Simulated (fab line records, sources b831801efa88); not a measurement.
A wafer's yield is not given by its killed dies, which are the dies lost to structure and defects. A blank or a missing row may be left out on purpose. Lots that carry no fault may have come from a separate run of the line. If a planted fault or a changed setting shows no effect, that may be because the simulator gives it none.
One fault seen from 2 desks	flow sky130	only its own numbers are on each desk; what lay behind them is given at the end

METROLOGY DESK
What the gauges read for every lot (on any tool): the sampled wafers with a number, averaged. A lot is out of limits, marked OUT, if its mean lies more than 4 standard deviations from the usual mean; the brackets give that distance.
Columns: A = VIA2_W_RS at SKY_VIA2_RS_MEAS_22, usual 0.2710 ohm/sq; B = VIA2_W_THK at SKY_VIA2_THK_MEAS_23, usual 416 nm
lot	first seen here	A	B
L583	day 36 20:28	0.2722	419
L584	day 37 01:44	0.2714	419
L586	day 37 21:58	0.2750	407
L590	day 39 04:44	0.2965 (+8.5) OUT	383 (-6.5) OUT
L591	day 39 08:32	0.2982 (+9.1) OUT	380 (-7.1) OUT
L601	day 42 15:13	0.2714	414
L600	day 42 17:32	0.2716	415
L603	day 42 21:27	0.2687	421
L602	day 42 21:40	0.2696	418
L604	day 43 01:51	0.2686	417
This desk's result: L590, L591 out of limits, first on L590 (VIA2_W_RS at SKY_VIA2_RS_MEAS_22), day 39 04:44. L583, L584, L586, L601, L600, L603, L602, L604: within limits.

TOOL OWNER'S DESK, cvd_w-02
The tool's own readings at SKY_VIA2_CVD_21 (deposits W, target thk 420 nm, time 126.4 s): means of the sampled wafers that have a number, for each lot that ran on this tool. A lot is out of limits, marked OUT, if its mean lies more than 4 standard deviations from the usual mean; the brackets give that distance.
Columns: A = chamber_pressure_Torr at SKY_VIA2_CVD_21, usual 40.00 Torr; B = heater_power_w at SKY_VIA2_CVD_21, usual 916 W; C = susceptor_temp_C at SKY_VIA2_CVD_21, usual 400.01 C
lot	first seen here	A	B	C
L583	day 36 20:19	39.94	891	400.01
L584	day 37 01:36	39.96	843	399.84
L586	day 37 21:50	39.98	835	400.09
L590	day 39 04:37	40.02	874	395.63 (-22) OUT
L591	day 39 08:25	40.00	905	393.36 (-33) OUT
L601	day 42 15:05	40.02	899	400.02
L600	day 42 17:25	40.07	900	399.95
L603	day 42 21:19	39.99	892	399.95
L604	day 43 01:43	40.10	950	400.01
This desk's finding: out of limits on L590, L591; first on L590, day 39 04:37 (susceptor_temp_C at SKY_VIA2_CVD_21). L583, L584, L586, L601, L600, L603, L604: within limits.

PUT TOGETHER
At day 39 04:37, on L590, L591, the tool owner's desk was in a position to raise an alarm.
On L590, L591, the metrology desk was in a position to raise an alarm at day 39 04:44.
Every lot named ran SKY_VIA2_CVD_21 on cvd_w-02.

WHAT WAS PUT IN BY THE SIMULATOR
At SKY_VIA2_CVD_21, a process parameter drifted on cvd_w-02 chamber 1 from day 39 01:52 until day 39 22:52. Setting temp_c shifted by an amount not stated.
Shown lots that were struck: L590, L591.
Delay (hours) between the fault's onset and each desk's first out-of-limits reading: 3 at the tool owner's desk, 3 at the metrology desk.
